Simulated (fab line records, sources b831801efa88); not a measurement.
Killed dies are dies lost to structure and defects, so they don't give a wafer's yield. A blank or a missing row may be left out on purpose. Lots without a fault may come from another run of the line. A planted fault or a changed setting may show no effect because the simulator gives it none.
Problem report in the 8D (eight disciplines) form, filled by code | flow sky130 | the parts of the form that need people (team, actions taken, sign-off) are left out

1. THE PROBLEM
VIA3_HDPCVD_THK at SKY_VIA3_THK_MEAS_01 reads a mean of 1130 nm on 2 wafers of 1 lot; wafers without a fault read 1626 nm with a standard deviation of 16. That is -31 standard deviations from the usual mean.
First seen on wafer L534.4, day 41 10:47, on film_metro-04. The record holds 39 wafers of 13 lots with a number at this step. Rule for "out", or "out of limits": more than 4 standard deviations from the usual mean. The other wafers with a number count as sound.

2. WHAT IT IS AND WHAT IT IS NOT
question                    | is                | is not
which readings at this step | VIA3_HDPCVD_THK   | -
which lots                  | L534              | L525, L526, L527, L528, L529, L530, L532, L533, L536, L542, L543, L548
which wafers of those lots  | L534.4, L534.6    | L534.2
read on which gauges        | film_metro-04     | film_metro-02, film_metro-03
when                        | from day 41 10:47 | up to then (25 sound wafers); but 12 sound wafers of L536, L542, L543, L548 came after

3. SUSPECTS, AND WHAT RULES EACH OUT
Counting: a tool at a process step up to the reading stays a suspect if it ran every lot that is out. Sound lots after the first of them don't rule it out here, since some wafers of a struck lot are sound.
- the gauge at SKY_VIA3_THK_MEAS_01: kept. All the wafers that are out were read on film_metro-04, and no step on other tools shows them out.
- plasma_asher-01 at SKY_LDD_LDN_STRIP_12 (strips in O2/N2): kept. It ran the lot that is out, L534 (day 26 07:38); its last sound lot up to then is L533 (day 25 18:02).
- rie_diel-02 at SKY_POLY_CUT_ETCH_11 (etches Si3N4 in CF4/CH2F2/Ar, stops on poly-Si, time 42.5 s, target depth 60 nm): kept. It ran the lot that is out, L534 (day 27 14:32); its last sound lot up to then is L533 (day 27 00:58).
- pvd_sputter-01 at SKY_LI_CONTACT_SPUTTER_20 (material TiN, target thk 20 nm, time 80 s): kept. It ran the lot that is out, L534 (day 32 07:55); its last sound lot up to then is L532 (day 31 15:28).
- hdpcvd-02 at SKY_VIA3_HDPCVD_00 (deposits SiO2, target thk 1635 nm, time 272.5 s): kept. It ran the lot that is out, L534 (day 41 10:37); its last sound lot up to then is L532 (day 40 15:46).
- Within rie_diel-02 at SKY_POLY_CUT_ETCH_11: the wafers that are out ran in chamber 1; their sound lot-mates ran in chamber 3.
Left after counting: plasma_asher-01 at SKY_LDD_LDN_STRIP_12, rie_diel-02 at SKY_POLY_CUT_ETCH_11, pvd_sputter-01 at SKY_LI_CONTACT_SPUTTER_20, hdpcvd-02 at SKY_VIA3_HDPCVD_00, film_metro-04 at SKY_VIA3_THK_MEAS_01.

4. THE CAUSE (what the simulator had put in)
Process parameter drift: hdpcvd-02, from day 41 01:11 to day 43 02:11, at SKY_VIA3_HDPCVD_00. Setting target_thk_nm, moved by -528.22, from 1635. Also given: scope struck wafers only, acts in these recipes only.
Counting left 5 suspects, and this tool is among them.

5. THE CHAIN OF EFFECTS, in route order
Each row: a reading whose mean over the struck wafers that have a number lies more than 3 standard deviations from the usual. Only readings for which the record gives a usual standard deviation are gone through. hours: the time from each lot's start at the first step in this table that gives one to its start at this step, as a median over the lots. sigmas: the change in usual standard deviations.
hours | step                 | reading         | usual   | on struck wafers | change | sigmas
0     | SKY_VIA3_THK_MEAS_01 | VIA3_HDPCVD_THK | 1626 nm | 1130             | -496   | -31

6. WHAT WOULD HAVE CAUGHT IT SOONER
In this record the first reading out of limits at a measuring or inspecting step was taken at day 41 10:47, 10 hours after the fault began at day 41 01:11.
All the lots that are out (1) had begun SKY_VIA3_HDPCVD_00 on hdpcvd-02 by day 41 10:47. A hold on the tool at that time would have spared none of them.
